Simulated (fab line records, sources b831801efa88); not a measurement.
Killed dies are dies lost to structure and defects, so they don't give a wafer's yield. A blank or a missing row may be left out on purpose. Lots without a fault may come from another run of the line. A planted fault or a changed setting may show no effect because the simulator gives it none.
Chamber matching | flow gf180mcu | GF_V5_CMP_04 on cmp-01: 4 sister chambers
The step polishes SiO2. 16 wafers are shown with their chamber, then 8 later ones without.

WAFERS WITH THEIR CHAMBER
wafer  | chamber | motor_current_A (A)
L216.1 | 0       | 10.9
L216.3 | 1       | 11.4
L216.6 | 3       | 10.4
L219.2 | 0       | 10.6
L219.3 | 2       | 9.9
L219.4 | 1       | 11.2
L220.3 | 2       | 10.2
L220.4 | 1       | 11.2
L220.6 | 1       | 11.2
L222.1 | 3       | 10.1
L222.3 | 0       | 10.8
L222.5 | 2       | 9.9
L223.1 | 2       | 10.0
L223.5 | 3       | 10.4
L223.6 | 0       | 11.2
L232.3 | 3       | 10.1

SIGNATURES (means of the wafers above)
reading         | chamber 0 | chamber 1 | chamber 2 | chamber 3 | scatter within a chamber
motor_current_A | 10.875    | 11.250    | 10.000    | 10.250    | 0.175
Rule: a wafer's distance from a chamber is the root of the sum, over the readings, of the square of ((its reading less the chamber's mean) divided by the reading's scatter). The wafer belongs to the nearest chamber; if the next one is less than 2 further off, it can't be placed. The scatter: the root of (the sum of the squares of (reading less its chamber's mean) over the shown wafers, divided by (wafers less chambers)).

WAFERS WITHOUT THEIR CHAMBER
wafer  | motor_current_A (A)
L232.5 | 10.7
L232.6 | 10.5
L233.1 | 10.9
L233.3 | 10.4
L233.4 | 9.7
L234.2 | 10.2
L234.4 | 11.3
L234.6 | 10.4

WHICH CHAMBER EACH WENT THROUGH
wafer  | from the rows above          | in truth
L232.5 | can't be placed: 0 or 3      | 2
L232.6 | can't be placed: 3 or 0 or 2 | 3
L233.1 | can't be placed: 0 or 1      | 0
L233.3 | can't be placed: 3 or 2 or 0 | 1
L233.4 | can't be placed: 2 or 3      | 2
L234.2 | can't be placed: 3 or 2      | 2
L234.4 | 1                            | 1
L234.6 | can't be placed: 3 or 2 or 0 | 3
Placed correctly: 1 of 8. Can't be placed from these rows: 7 (the true chamber is among the candidates in 5). Placed wrongly: 0.
